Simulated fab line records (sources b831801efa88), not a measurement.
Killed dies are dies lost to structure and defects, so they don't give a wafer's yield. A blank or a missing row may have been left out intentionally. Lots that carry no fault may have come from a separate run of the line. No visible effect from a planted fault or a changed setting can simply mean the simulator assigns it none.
8D (eight disciplines) problem report, filled in by code ; flow gf180mcu ; the parts of the form that need people (team, actions taken, sign-off) are left out

1. THE ISSUE
Wafers without a fault read 131.1 s, standard deviation 0.4; run_length_s at GF_STI_ETCH_14 reads a mean of 147.2 s on 3 wafers belonging to 3 lots. Measured from the usual mean, that is +40 standard deviations.
The step: etches Si in HBr/Cl2/O2, target depth 360 nm, time 102.9 s.
The first sign was on wafer L168.1 at day 3 14:29, on rie_si-02. The record holds 30 wafers of 11 lots with a number at this step. The rule behind "out" and "out of limits": a value lying over 4 standard deviations away from the usual mean. The rest of the wafers with a number are treated as sound.

2. WHAT IT IS AND WHAT IT IS NOT
question;is;is not
which readings at this step;run_length_s;chamber_pressure_mTorr, drypump_motor_current_A, mfc_cl2_sccm, oes_product_au, throttle_valve_pct
which lots;L168, L172, L173;L161, L162, L163, L164, L177, L182, L183, L184
which wafers of those lots;L168.1, L172.1, L173.1;L168.4, L172.4, L173.4
read on which tools;rie_si-02;rie_si-01
when;from day 3 14:29;"up to then (13 sound wafers); but 14 sound wafers of L172, L173, L177, L182, L183, L184 came after"

3. WHAT RULES OUT EACH SUSPECT
Counting: a tool at a process step up to the reading stays a suspect if it ran every lot that is out. Sound lots after the first of them don't rule it out here, since some wafers of a struck lot are sound.
- rie_si-02 at GF_STI_ETCH_14 (etches Si in HBr/Cl2/O2, target depth 360 nm, time 102.9 s): kept. It ran every lot that is out, first L168 (day 3 14:29); its last sound lot up to then is L164 (day 2 17:02). Out on those wafers are its own readings of run_length_s.
Left after counting: rie_si-02 at GF_STI_ETCH_14.

4. THE CAUSE (what the simulator had put in)
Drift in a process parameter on rie_si-02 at GF_STI_ETCH_14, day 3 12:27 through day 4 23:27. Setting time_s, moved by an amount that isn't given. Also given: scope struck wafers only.
Counting left only this tool.

5. SEQUENCE OF EFFECTS, ordered by route
Each row: a reading where the mean over the struck wafers with a number is more than 3 standard deviations away from the usual. Only readings for which the record gives a usual standard deviation are gone through. hours: the time from each lot's start at the first step in this table that gives one to its start at this step, as a median over the lots. sigmas: the change in usual standard deviations.
hours;step;reading;usual;on struck wafers;change;sigmas
0;GF_STI_ETCH_14;run_length_s;131.1 s;147.2;+16.1;+40
0;GF_STI_STRIP_15;strip_time_to_endpoint_s;3.72 s;3.50;-0.22;-5.6
It contains these process steps:
- GF_STI_ETCH_14: etches Si in HBr/Cl2/O2, target depth 360 nm, time 102.9 s.
- GF_STI_STRIP_15: strips in O2/N2.

6. HOW IT WOULD HAVE BEEN CAUGHT EARLIER
In this record no reading fell out of limits until day 3 14:29, 2 hours after the fault had begun at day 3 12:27.
